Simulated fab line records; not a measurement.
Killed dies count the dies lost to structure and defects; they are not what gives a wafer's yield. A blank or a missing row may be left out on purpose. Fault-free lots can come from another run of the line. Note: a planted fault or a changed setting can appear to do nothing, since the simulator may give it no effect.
A lot that was struck, set against a sound lot | flow sky130 | 17 out of 708 route steps
Sound: wafers L129.1, L129.5, L129.6. The struck wafers were L120.1, L120.3, L120.4. The cause is given at the end.
For every step that has rows: the tool of each side, followed by ch and its chambers, followed by its first start. Under that, the readings that differ: sound wafers | struck wafers | difference of the means | sigmas: that difference in standard deviations of wafers without a fault.
alike: same words and numbers on both sides, and readings whose means sit less than 2 such deviations apart. not compared: any withheld reading, any reading some wafer has no value for, any bound like >300 that may hide the same value, and any number with overlapping values for which the record gives no deviation.
Wherever a step has rows on one side only, a row that says differs or no value, or a row with sigmas, the two part there. Numbers that don't overlap but have no deviation are shown without sigmas and don't part them. Lack of a reading on every wafer of one side parts them only where that side has two or more wafers.

SKY_GATE_OXIDE_TW_MEAS_14:
  sound: film metro-02 at day 20 15:34; struck: film metro-01 at day 17 07:49
  alike: GATE_OXIDE_TW
then, 3 steps without rows for these wafers: SKY_GATE_OXIDE_CLEAN_15 (cleans in SC1/SC2, time 150 s); SKY_GATE_OXIDE_OXIDATION_16 (stabilise 600 s, purge 300 s, target thk 3.57 nm); SKY_POLY_GATE_CVD_00 (deposits poly-Si, target thk 180 nm, time 720 s).
SKY_POLY_GATE_THK_MEAS_01:
  sound: film metro-03 at day 20 18:44; struck: film metro-01 at day 17 11:32
  alike: POLY_GATE_CVD_00_THK
then, 7 steps without rows for these wafers: SKY_RES_PROTECT_DEHYDRATE_00 (time 60 s); SKY_RES_PROTECT_HMDS_01 (prime time 60 s); SKY_RES_PROTECT_COAT_02 (resist thk 1140 nm); SKY_RES_PROTECT_SOFTBAKE_03 (time 60 s); SKY_RES_PROTECT_EXPOSE_04 (exposes mask RPM, target cd 1270 nm); SKY_RES_PROTECT_PEB_05; SKY_RES_PROTECT_DEVELOP_06 (develop time 60 s).
SKY_POLY_GATE_IMPLANT_02:
  sound on implanter-03 ch 0, day 22 02:26; struck on implanter-02 ch 0, day 18 17:58
  reading                          | sound                         | struck                        | difference | sigmas
  beam on s (s)                    | 42 42 41                      | 10 10 10                      | -32        | -6
  dose ions cm2                    | 7.707e+15 7.687e+15 7.705e+15 | 2.795e+15 2.791e+15 2.808e+15 | -4.902e+15 | -99 or more
  end station pressure torr (Torr) | 9.9e-06 9.2e-06 1.02e-05      | 1.69e-05 1.73e-05 1.62e-05    | +7.03e-06  | +4
  faraday current uA               | 10073 10163 10272             | 14695 14702 14688             | +4526      | +2
  alike: tilt deg
SKY_RES_PROTECT_STRIP_07: strips in O2/N2.
  sound on plasma asher-02 ch 0,1, day 22 02:35; struck on plasma asher-02 ch 0,1, day 18 18:07
  reading                      | sound             | struck            | difference | sigmas
  oes product au (a.u.)        | 0.513 0.515 0.519 | 0.574 0.573 0.577 | +0.059     | +13
  strip time to endpoint s (s) | 23.32 23.34 23.36 | 19.36 19.38 19.40 | -3.96      | -83
  alike: drypump motor current A, n2 flow sccm
  not compared: rf hours counter h
SKY_RES_PROTECT_TW_MEAS_08:
  sound: film metro-03 at day 22 02:41; struck: film metro-03 at day 18 18:13
  reading      | sound          | struck         | difference | sigmas
  POLY_GATE_TW | 4037 4049 4068 | 3637 3651 3651 | -405       | -18
then, 1 step without rows for these wafers: SKY_RES_PROTECT_CLEAN_09 (cleans in SC1/SC2, time 150 s).
-- a jump in the record: the struck wafers' starts before and after are 30 days apart (it breaks off in module RES_PROTECT and resumes in module PAD_OPEN, where the first step shown is number 708 of the route) --
SKY_PAD_OPEN_PROBE_99:
  sound: prober-02 at day 50 04:40; struck: prober-01 at day 48 08:24
  reading                          | sound             | struck            | difference | sigmas
  model.etest.res poly.line ohm um | 542.5 504 518.9   | 1585 1602 1552    | +1058      |
  model.etest.licon poly.rc ohm    | 148.8 153.3 151.8 | 1040 982.8 969.1  | +846       |
  model.etest.res poly.rs ohm sq   | 48.21 48.47 47.93 | 147.2 147.4 147.4 | +99.1      |
  alike: killed_at_M0_to_M3, killed_at_M4_up, killed at contacts, killed at front end, killed at other, killed dies, killed open, killed short
  not compared: model.etest.nfet_01v8.r on ohm um, model.etest.nfet_01v8_turned.drive ua um, model.etest.nfet_01v8_swapped.drive ua um, model.etest.nfet_01v8_lvt.drive ua um, model.etest.nfet_01v8.drive ua um

## WHERE THEY PART
First at SKY_POLY_GATE_IMPLANT_02; last, within this record, at SKY_RES_PROTECT_TW_MEAS_08. Later steps at which nothing parts them and some readings are alike: SKY_PAD_OPEN_PROBE_99.

WHY: what the simulator had put in
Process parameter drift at SKY_POLY_GATE_IMPLANT_02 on implanter-02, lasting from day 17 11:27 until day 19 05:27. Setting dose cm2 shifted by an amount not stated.
